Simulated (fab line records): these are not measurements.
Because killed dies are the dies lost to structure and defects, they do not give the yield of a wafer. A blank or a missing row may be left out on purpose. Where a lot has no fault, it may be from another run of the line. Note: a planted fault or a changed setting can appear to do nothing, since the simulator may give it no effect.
The tool behind it: which one?    flow sky130    15 lots, 45 wafers sampled, at 4 steps of a route of 708

WHAT THE GAUGES READ, wafer by wafer
SKY_CAP2M_OVL_MEAS_12.
lot   measured      on          CAP2M_OVL (nm)
L130  day 41 04:50  overlay-01  -1.2 -0.3 -0.9
L131  day 41 09:43  overlay-01  0.4 0.2 -0.3
L132  day 41 10:37  overlay-01  -0.3 -0.8 0.0
L135  day 42 12:29  overlay-02  0.3 -1.3 -0.1
L138  day 43 00:34  overlay-02  0.8 -0.8 -0.7
L139  day 43 10:14  overlay-01  0.9 1.2 1.0
L140  day 43 18:24  overlay-02  -0.8 -0.8 -1.1
L141  day 44 05:40  overlay-02  0.5 -0.7 -0.4
L142  day 44 09:43  overlay-01  -0.4 -0.7 -1.4
L143  day 44 15:52  overlay-02  -0.3 0.1 -0.9
L148  day 45 20:34  overlay-01  -0.4 -0.7 -1.1
L149  day 46 04:16  overlay-01  -0.5 -0.9 0.8
L150  day 46 07:05  overlay-01  -1.7 -1.4 -1.8
L152  day 46 14:08  overlay-02  -0.7 -1.5 -2.1
L153  day 46 23:08  overlay-02  -0.2 -0.7 -0.5

EACH LOT AND THE TOOL THAT RAN IT (in order: tool; ch and the chambers of the sampled wafers; start)
lot   SKY_VIA3_CMP_02                SKY_METAL4_SPUTTER_00         SKY_CAP2M_CVD_00
L130  cmp-02 ch 0,1,3, day 39 02:34  pvd sputter-01, day 40 04:35  pecvd-01 ch 0,2, day 40 04:45
L131  cmp-02 ch 0,2,3, day 39 06:06  pvd sputter-01, day 40 09:02  pecvd-04 ch 0,1,2, day 40 09:11
L132  cmp-02 ch 0,1,3, day 39 08:16  pvd sputter-03, day 40 10:38  pecvd-01 ch 1,2, day 40 10:48
L135  cmp-02 ch 0,1,3, day 40 11:36  pvd sputter-03, day 41 13:12  pecvd-01 ch 1,2, day 41 13:21
L138  cmp-02 ch 0,3, day 41 00:04    pvd sputter-03, day 42 01:29  pecvd-01 ch 0,1,2, day 42 01:38
L139  cmp-02 ch 1,2,3, day 41 09:25  pvd sputter-03, day 42 10:58  pecvd-02 ch 1,2, day 42 11:08
L140  cmp-01 ch 0,2,3, day 41 18:34  pvd sputter-03, day 42 19:52  pecvd-01 ch 1,2, day 42 20:01
L141  cmp-02 ch 0,3, day 42 06:16    pvd sputter-01, day 43 07:04  pecvd-02 ch 0,1,2, day 43 07:13
L142  cmp-01 ch 0,2, day 42 10:37    pvd sputter-04, day 43 11:06  pecvd-02 ch 1,2, day 43 11:15
L143  cmp-02 ch 1,3, day 42 15:56    pvd sputter-04, day 43 17:09  pecvd-04 ch 1,2, day 43 17:18
L148  cmp-02 ch 0,1, day 43 23:22    pvd sputter-04, day 44 23:13  pecvd-02 ch 0,1, day 44 23:22
L149  cmp-02 ch 0,1, day 44 07:41    pvd sputter-04, day 45 07:50  pecvd-02 ch 0,1,2, day 45 08:00
L150  cmp-01 ch 1,2, day 44 09:57    pvd sputter-01, day 45 09:26  pecvd-01 ch 1,2, day 45 09:35
L152  cmp-01 ch 0,3, day 44 17:19    pvd sputter-01, day 45 17:23  pecvd-04 ch 0,2, day 45 17:32
L153  cmp-02 ch 1,2,3, day 45 04:04  pvd sputter-03, day 46 03:05  pecvd-02 ch 0,1, day 46 03:14
- SKY_VIA3_CMP_02: polishes SiO2.
- SKY_METAL4_SPUTTER_00: material Ti, target thk 15 nm, time 10 s.
- SKY_CAP2M_CVD_00: deposits SiO2, target thk 15.5 nm.

WHAT THE TOOLS THEMSELVES READ (means of the sampled wafers that have a number; where no wafer has one, the mark that the record gives instead)
SKY_VIA3_CMP_02.
lot   tool    motor current A (A)
L130  cmp-02  10.9
L131  cmp-02  11.5
L132  cmp-02  11.2
L135  cmp-02  11.0
L138  cmp-02  10.9
L139  cmp-02  12.0
L140  cmp-01  11.3
L141  cmp-02  11.3
L142  cmp-01  10.6
L143  cmp-02  11.6
L148  cmp-02  11.6
L149  cmp-02  11.0
L150  cmp-01  12.4
L152  cmp-01  11.3
L153  cmp-02  11.9

SKY_METAL4_SPUTTER_00.
lot   tool            throttle valve pct (%)
L130  pvd sputter-01  31.7
L131  pvd sputter-01  30.9
L132  pvd sputter-03  30.4
L135  pvd sputter-03  30.4
L138  pvd sputter-03  30.1
L139  pvd sputter-03  30.1
L140  pvd sputter-03  29.9
L141  pvd sputter-01  30.8
L142  pvd sputter-04  30.1
L143  pvd sputter-04  30.2
L148  pvd sputter-04  31.0
L149  pvd sputter-04  30.6
L150  pvd sputter-01  30.7
L152  pvd sputter-01  31.2
L153  pvd sputter-03  30.2

SKY_CAP2M_CVD_00.
lot   tool      heater power outer w (W)  heater power w (W)
L130  pecvd-01  448                       733
L131  pecvd-04  449                       696
L132  pecvd-01  446                       712
L135  pecvd-01  364                       606
L138  pecvd-01  388                       674
L139  pecvd-02  368                       707
L140  pecvd-01  352                       592
L141  pecvd-02  399                       717
L142  pecvd-02  431                       768
L143  pecvd-04  444                       712
L148  pecvd-02  -                         -
L149  pecvd-02  -                         -
L150  pecvd-01  -                         -
L152  pecvd-04  406                       647
L153  pecvd-02  404                       733

THE ANSWER, worked out from the rows above alone
Rule: usual is defined by the lots themselves. The widest of any qualifying gaps counts: lots, ordered by their means at a reading, are off when they make up no more than a third of the lots, leave a main group of 4 or more, and stand apart from it by 3 or more times the standard deviation of that group's means. A main group whose means are all the same, to the digits that the tables above print for the reading, isn't used. Also off: a lot with no number at a reading for which 4 or more lots have one. Where the step has rows for the other lots, those lots are counted as sound. The gauges are gone through in route order, then the tools' own readings, and for those a lot's mean is taken as printed above. The first step at which some lot is off is used, and at that step the reading that is off furthest; a lot without a number counts as furthest.
Off at SKY_CAP2M_CVD_00 (heater power outer w): L148, L149, L150. Without a number there: L148, L149, L150. For the main group the mean is 408 W and the standard deviation 34.
A tool fits if, at that step or a process step before it, it ran every lot that is off, and no sound lot after the first of them. Of those tried, none fits.

WHAT HAD BEEN PUT IN BY THE SIMULATOR
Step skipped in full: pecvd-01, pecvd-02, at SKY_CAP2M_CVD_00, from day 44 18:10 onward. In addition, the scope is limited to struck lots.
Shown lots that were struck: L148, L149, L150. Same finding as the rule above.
